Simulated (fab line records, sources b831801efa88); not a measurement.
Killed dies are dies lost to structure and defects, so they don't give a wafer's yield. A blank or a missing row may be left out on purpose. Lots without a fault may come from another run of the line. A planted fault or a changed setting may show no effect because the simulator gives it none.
fab line records | flow gf180mcu
record lots=15 wafers=45 last_day=34
route steps=602 shown LVPWELL@56 SALICIDE@283 M1@331
lots that met no fault: from a run of the same line without faults
start_h: hours from the record's first day to the start of the lot's first wafer shown | wait_h: hours since the lot's step before | " the same as in the row above | L1.1+2: a row that stands for several wafers | - no value, or no start given | * or withheld: withheld | < > ~ a bound
route shown NAME@n: a module of which the file shows steps, and the number in the route of the first | usual: mean/standard deviation of fault-free wafers | same: alike in all rows | chamber/n: place in a boat | sites: the reading at each site | _std_site: their standard deviation | _edge_site: outer sites' mean less inner sites' | radius_mm: how far each site lies from the wafer's centre | mask NAME#n: copy n | behind: the tool/chamber that last shaped the wafer | hold: why the lot was held/for how many hours/how that ended | device: the transistor (n, p or np) that didn't switch | end of line: the same wafers' tests at the end of the route | a step without rows: its recipe alone | killed: dies lost to structure and defects at the first sort, not the wafer's yield | map: a wafer's dies, x killed, . not, _ none there
set.NAME: the setting as run; set.NAME@STEP: as run at that earlier step | model.NAME: the simulator's own value behind a step, which no gauge read
steps of the route over a sample of lots; a table a step, a row a wafer
services: from which hour (start_h, from the record's first day; less than 0 if before it) a tool's chamber was out of use, for how many hours, and why
## steps
# step GF_LVPWELL_COAT_02
# recipe spin_rpm=2000 resist_thk_nm=3000
# columns lot.wafer tool chamber start_h wait_h
L632.1+4+6 litho_track-01 0 62.98 0.1
L634.1+4+6 litho_track-01 0 73.28 0.1
L635.1+3+4 litho_track-03 0 77.89 0.1
L636.3+4+5 litho_track-04 0 83.73 0.1
L637.3+5+6 litho_track-01 0 88.93 0.1
L638.3+5+6 litho_track-01 0 95.53 0.1
L639.1+3+6 litho_track-01 0 99.68 0.1
L640.3+4+5 litho_track-01 0 106.83 0.1
L641.1+4+6 litho_track-04 0 111.23 0.1
L645.1+5+6 litho_track-01 0 132.78 0.1
L646.2+4+5 litho_track-01 0 137.90 0.1
L648.3+5+6 litho_track-01 0 151.78 0.1
L652.1+2+3 litho_track-03 0 171.59 0.1
L653.1+4+6 litho_track-04 0 177.38 0.1
L655.1+3+4 litho_track-04 0 189.68 0.1
# step GF_LVPWELL_STRIP_10
# recipe chemistry=O2/N2 power_w=1400 pressure_mtorr=1500 platen_temp_c=250 o2_flow_sccm=3000 n2_flow_sccm=300 overash_fraction=0.5
# usual drypump_motor_current_A=6.1/0.39 heater_power_w=364/33 oes_product_au=0.722/0.0045 strip_time_to_endpoint_s=36.90/0.11
# columns lot.wafer tool chamber start_h wait_h drypump_motor_current_A heater_power_w oes_product_au rf_hours_counter_h strip_time_to_endpoint_s
L632.1 plasma_asher-02 0 69.87 0.1 5.5 388 0.721 41 36.83
L632.4 " 1 " " 5.8 409 0.722 - 36.79
L632.6 " 0 " " 5.6 395 0.716 - 36.96
L634.1 plasma_asher-02 1 80.41 0.1 5.8 404 0.725 42 36.87
L634.4 " 0 " " 5.6 391 0.729 - 36.80
L634.6 " 0 " " 5.6 395 0.725 - 36.79
L635.1 plasma_asher-01 1 85.48 0.1 6.2 326 0.725 45 36.83
L635.3 " 0 " " 6.6 338 0.724 - 36.89
L635.4 " 1 " " 6.2 326 0.727 - 37.05
L636.3 plasma_asher-01 0 91.15 0.1 6.7 334 0.723 - 37.13
L636.4 " 1 " " 6.2 327 0.715 - 37.02
L636.5 " 0 " " 6.6 333 0.728 - 37.15
L637.3 plasma_asher-01 1 96.55 0.1 6.2 325 0.714 - 36.75
L637.5 " 1 " " 6.2 329 0.718 - 36.91
L637.6 " 0 " " 6.6 327 0.727 - 36.87
L638.3 plasma_asher-01 0 103.31 0.1 6.6 336 0.723 - 36.85
L638.5 " 1 " " 6.2 330 0.725 - 36.87
L638.6 " 0 " " 6.6 333 0.722 - 36.83
L639.1 plasma_asher-01 1 106.81 0.1 6.2 328 0.725 47 36.95
L639.3 " 0 " " 6.6 329 0.723 - 36.72
L639.6 " 0 " " 6.6 335 0.721 - 36.78
L640.3 plasma_asher-02 0 114.60 0.1 5.6 384 0.723 - 36.90
L640.4 " 1 " " 5.8 413 0.716 - 36.79
L640.5 " 1 " " 5.8 423 0.721 - 36.89
L641.1 plasma_asher-02 0 119.11 0.1 5.5 398 0.715 47 37.08
L641.4 " 0 " " 5.6 391 0.722 - 37.14
L641.6 " 1 " " 5.8 412 0.728 - 37.11
L645.1 plasma_asher-02 1 140.83 0.1 5.8 419 0.709 50 12.96
L645.5 " 1 " " 5.8 411 0.718 - 12.97
L645.6 " 0 " " 5.6 387 0.712 - 12.97
L646.2 plasma_asher-02 0 146.26 0.1 5.6 392 0.709 50 13.01
L646.4 " 1 " " 5.8 400 0.711 - 12.95
L646.5 " 0 " " 5.6 398 0.709 - 12.98
L648.3 plasma_asher-02 1 159.95 0.1 5.8 411 0.720 - 12.88
L648.5 " 1 " " 5.8 401 0.723 - 12.92
L648.6 " 0 " " 5.6 395 0.721 - 12.86
L652.1 plasma_asher-04 1 180.36 0.1 6.6 353 0.718 48 37.11
L652.2 " 0 " " 6.3 344 0.720 48 36.99
L652.3 " 1 " " 6.6 343 0.718 - 37.05
L653.1 plasma_asher-04 1 186.46 0.1 6.5 345 0.720 48 36.88
L653.4 " 0 " " 6.3 352 0.724 - 36.89
L653.6 " 1 " " 6.6 346 0.722 - 36.79
L655.1 plasma_asher-02 1 198.66 0.1 5.8 413 0.722 55 36.83
L655.3 " 1 " " 5.8 406 0.721 - 36.85
L655.4 " 0 " " 5.5 388 0.720 - 36.92
# step GF_SALICIDE_THK_MEAS_05
# recipe thk_meas_gauge=xrf reads=TiN_of_SALICIDE_SPUTTER_03
# usual SALICIDE_TIN_THK=20.71/0.28
# columns lot.wafer tool chamber start_h wait_h SALICIDE_TIN_THK[nm]
L632.1 film_metro-01 - 337.84 0.1 20.70
L632.4 " - " " 20.59
L632.6 " - " " 20.69
L634.1 film_metro-01 - 357.77 0.1 21.05
L634.4 " - " " 21.03
L634.6 " - " " 20.91
L635.1 film_metro-03 - 362.94 0.1 20.38
L635.3 " - " " 20.45
L635.4 " - " " 20.39
L636.3 film_metro-01 - 378.02 0.1 20.83
L636.4 " - " " 20.62
L636.5 " - " " 20.96
L637.3 film_metro-02 - 382.56 0.1 20.20
L637.5 " - " " 20.04
L637.6 " - " " 20.21
L638.3 film_metro-03 - 398.91 0.1 20.18
L638.5 " - " " 20.38
L638.6 " - " " 20.39
L639.1 film_metro-01 - 403.53 0.1 20.92
L639.3 " - " " 20.94
L639.6 " - " " 20.86
L640.3 film_metro-02 - 408.49 0.1 20.89
L640.4 " - " " 21.24
L640.5 " - " " 20.99
L641.1 film_metro-02 - 413.62 0.1 20.52
L641.4 " - " " 20.58
L641.6 " - " " 20.38
L645.1 film_metro-03 - 454.89 0.1 20.66
L645.5 " - " " 21.08
L645.6 " - " " 20.61
L646.2 film_metro-01 - 463.21 0.1 21.00
L646.4 " - " " 21.13
L646.5 " - " " 21.10
L648.3 film_metro-02 - 485.25 0.1 20.90
L648.5 " - " " 20.96
L648.6 " - " " 20.68
L652.1 film_metro-02 - 512.45 0.1 20.70
L652.2 " - " " 20.94
L652.3 " - " " 20.79
L653.1 film_metro-03 - 517.80 0.1 20.72
L653.4 " - " " 20.79
L653.6 " - " " 20.71
L655.1 film_metro-02 - 535.60 0.1 20.11
L655.3 " - " " 19.93
L655.4 " - " " 20.42
# step GF_M1_METAL_ETCH_16
# recipe chemistry=Cl2/BCl3 mask_material=KrF target_depth_nm=627.5 stop_on=SiO2 pressure_mtorr=8 icp_w=800 bias_w=140 Cl2_flow_sccm=80 bcl3_flow_sccm=40 time_s=104.6
# usual drypump_motor_current_A=5.7/0.38 oes_product_au=0.971/0.0056 throttle_valve_pct=28.252/0.009
# columns lot.wafer tool chamber start_h wait_h drypump_motor_current_A oes_product_au rf_hours_counter_h throttle_valve_pct
L632.1 rie_metal-03 0 385.73 0.0 5.1 0.973 4 28.251
L632.4 " 1 " " 6.2 0.972 - 28.241
L632.6 " 1 " " 6.2 0.972 - 28.255
L634.1 rie_metal-04 0 405.43 0.0 5.8 0.965 1 28.259
L634.4 " 0 " " 5.8 0.968 - 28.256
L634.6 " 0 " " 5.8 0.972 - 28.255
L635.1 rie_metal-01 1 412.18 0.0 5.8 0.977 6 28.254
L635.3 " 0 " " 5.4 0.971 - 28.248
L635.4 " 1 " " 5.8 0.977 - 28.242
L636.3 rie_metal-03 1 426.90 0.1 6.2 0.973 - 28.251
L636.4 " 1 " " 6.2 0.970 - 28.244
L636.5 " 1 " " 6.2 0.968 - 28.241
L637.3 rie_metal-04 1 432.02 0.1 5.2 0.977 - 28.246
L637.5 " 0 " " 5.8 0.973 - 28.258
L637.6 " 1 " " 5.2 0.977 - 28.248
L638.3 rie_metal-04 1 449.42 0.1 5.2 0.972 - 28.260
L638.5 " 1 " " 5.2 0.970 - 28.238
L638.6 " 0 " " 5.8 0.973 - 28.245
L639.1 rie_metal-04 1 454.08 0.0 5.2 0.979 9 28.254
L639.3 " 0 " " 5.8 0.979 - 28.254
L639.6 " 0 " " 5.8 0.980 - 28.235
L640.3 rie_metal-03 1 460.10 0.1 6.2 0.975 - 28.243
L640.4 " 1 " " 6.2 0.965 - 28.237
L640.5 " 1 " " 6.2 0.976 - 28.241
L641.1 rie_metal-01 1 463.68 0.0 5.8 0.973 7 28.246
L641.4 " 0 " " 5.4 0.972 - 28.248
L641.6 " 1 " " 5.7 0.972 - 28.258
L645.1 rie_metal-01 1 505.08 0.0 5.8 0.958 8 28.259
L645.5 " 1 " " 5.8 0.965 - 28.254
L645.6 " 0 " " 5.4 0.965 - 28.253
L646.2 rie_metal-04 1 513.43 0.0 5.2 0.980 11 28.265
L646.4 " 0 " " 5.8 0.964 - 28.246
L646.5 " 1 " " 5.2 0.969 - 28.245
L648.3 rie_metal-01 1 534.81 0.1 5.8 0.972 - 28.246
L648.5 " 1 " " 5.7 0.961 - 28.251
L648.6 " 0 " " 5.4 0.963 - 28.246
L652.1 rie_metal-04 1 560.63 0.0 5.2 0.965 12 28.258
L652.2 " 0 " " 5.9 0.965 4 28.240
L652.3 " 0 " " 5.8 0.965 - 28.263
L653.1 rie_metal-01 0 565.68 0.0 5.4 0.969 9 28.254
L653.4 " 0 " " 5.4 0.970 - 28.247
L653.6 " 0 " " 5.4 0.972 - 28.242
L655.1 rie_metal-03 0 582.67 0.0 5.1 0.973 6 28.243
L655.3 " 0 " " 5.1 0.966 - 28.254
L655.4 " 1 " " 6.2 0.967 - 28.256
# step GF_M1_STRIP_17
# recipe chemistry=O2/N2 power_w=1400 pressure_mtorr=1500 platen_temp_c=250 o2_flow_sccm=3000 n2_flow_sccm=300 overash_fraction=0.5
# usual drypump_motor_current_A=6.1/0.46 heater_power_w=335/18 oes_product_au=0.557/0.0047 strip_time_to_endpoint_s=7.86/0.031
# columns lot.wafer tool chamber start_h wait_h drypump_motor_current_A heater_power_w oes_product_au rf_hours_counter_h strip_time_to_endpoint_s
L632.1 plasma_asher-03 1 385.88 0.1 5.5 317 0.558 64 7.83
L632.4 " 1 " " 5.5 325 0.565 - 7.92
L632.6 " 0 " " 5.5 310 0.558 - 7.90
L634.1 plasma_asher-01 1 405.54 0.1 6.2 344 0.553 31 7.84
L634.4 " 1 " " 6.2 340 0.558 - 7.81
L634.6 " 0 " " 6.6 336 0.555 - 7.84
L635.1 plasma_asher-04 1 412.29 0.1 6.6 346 0.549 71 7.86
L635.3 " 1 " " 6.6 347 0.562 - 7.83
L635.4 " 0 " " 6.3 344 0.554 - 7.84
L636.3 plasma_asher-03 1 427.08 0.1 5.5 313 0.560 - 7.90
L636.4 " 0 " " 5.5 319 0.552 - 7.86
L636.5 " 0 " " 5.5 307 0.557 - 7.87
L637.3 plasma_asher-01 0 432.13 0.1 6.6 343 0.549 - 7.85
L637.5 " 0 " " 6.6 330 0.557 - 7.86
L637.6 " 1 " " 6.2 340 0.556 - 7.81
L638.3 plasma_asher-04 0 449.52 0.1 6.3 329 0.557 - 7.84
L638.5 " 0 " " 6.3 339 0.556 - 7.82
L638.6 " 1 " " 6.6 371 0.554 - 7.83
L639.1 plasma_asher-04 1 454.28 0.1 6.6 363 0.567 2 7.88
L639.3 " 1 " " 6.6 361 0.553 - 7.87
L639.6 " 1 " " 6.6 364 0.552 - 7.87
L640.3 plasma_asher-04 0 460.29 0.1 6.3 335 0.555 - 7.89
L640.4 " 1 " " 6.6 382 0.555 - 7.86
L640.5 " 0 " " 6.3 331 0.560 - 7.86
L641.1 plasma_asher-01 1 463.79 0.1 6.2 344 0.556 38 7.86
L641.4 " 1 " " 6.2 338 0.557 - 7.90
L641.6 " 1 " " 6.2 341 0.556 - 7.85
L645.1 plasma_asher-04 1 505.19 0.1 6.6 361 0.550 7 7.84
L645.5 " 0 " " 6.3 340 0.561 - 7.86
L645.6 " 1 " " 6.6 364 0.567 - 7.87
L646.2 plasma_asher-03 1 513.54 0.1 5.5 320 0.555 78 7.88
L646.4 " 0 " " 5.5 316 0.551 - 7.86
L646.5 " 1 " " 5.5 323 0.558 - 7.89
L648.3 plasma_asher-03 0 534.92 0.1 5.5 313 0.553 - 7.83
L648.5 " 0 " " 5.5 316 0.558 - 7.83
L648.6 " 1 " " 5.5 319 0.557 - 7.81
L652.1 plasma_asher-03 0 560.74 0.1 5.5 313 0.559 83 7.84
L652.2 " 1 " " 5.5 317 0.556 83 7.85
L652.3 " 1 " " 5.5 323 0.560 - 7.83
L653.1 plasma_asher-04 1 565.79 0.1 6.6 357 0.559 14 7.91
L653.4 " 1 " " 6.5 373 0.560 - 7.89
L653.6 " 0 " " 6.3 341 0.560 - 7.88
L655.1 plasma_asher-03 1 582.82 0.1 5.5 319 0.551 86 7.89
L655.3 " 0 " " 5.5 313 0.565 - 7.88
L655.4 " 1 " " 5.5 324 0.550 - 7.91
## services
# columns tool chamber start_h hours kind
plasma_asher-04 - 48.33 4.0 repair
rie_metal-03 - 68.30 14.6 pm
plasma_asher-02 - 73.98 1.3 repair
plasma_asher-04 - 102.50 33.7 repair
plasma_asher-01 - 108.75 9.0 pm
rie_metal-04 1 172.60 9.8 repair
plasma_asher-03 - 189.92 0.3 repair
plasma_asher-02 - 206.03 1.3 repair
rie_metal-04 - 211.13 2.8 pm
plasma_asher-04 - 216.09 2.0 repair
rie_metal-03 1 234.69 2.4 repair
rie_metal-03 - 246.91 0.4 repair
plasma_asher-03 - 257.08 0.8 repair
plasma_asher-02 - 293.05 14.6 pm
plasma_asher-01 - 326.38 4.5 repair
rie_metal-03 0 408.51 128.3 repair
rie_metal-04 0 412.96 11.9 repair
plasma_asher-04 - 421.25 9.0 pm
plasma_asher-01 - 528.53 1.3 repair
plasma_asher-01 - 534.51 2.8 pm
rie_metal-03 - 557.03 2.8 pm
plasma_asher-02 - 569.62 0.6 repair
rie_metal-04 1 573.91 1.1 repair
plasma_asher-01 - 576.22 1.0 repair
## key
first_sign step=GF_LVPWELL_STRIP_10 reading=strip_time_to_endpoint_s direction=down sigmas=99+ usual=* struck=*
effect none on later readings
met_at GF_LVPWELL_COAT_02
struck_lots L645,L646,L648
sort_left_out L645.1,L645.5,L645.6,L646.2,L646.4,L646.5,L648.3,L648.5,L648.6
tester_left_out L645,L646,L648
not_acting_at GF_SALICIDE_THK_MEAS_05,GF_M1_METAL_ETCH_16,GF_M1_STRIP_17
onset_between 106.83 132.78
fault kind=process_parameter_drift tool=litho_track-01 chamber=- onset_h=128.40 steps=GF_LVPWELL_COAT_02 channel=resist_thk_nm offset=* shape=step end_h=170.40 acts_in=* stated=*
# tester_left_out: of these lots the tester's yield and bins aren't shown, on N5 and GAA mostly nor the transistor test; their killed dies are dies lost to structure and defects alone, not to doping, threshold or leakage, so they don't give the yield
# sort_left_out: the simulated sort isn't trusted on such a fault, so these wafers' sort isn't shown, and their yield isn't known
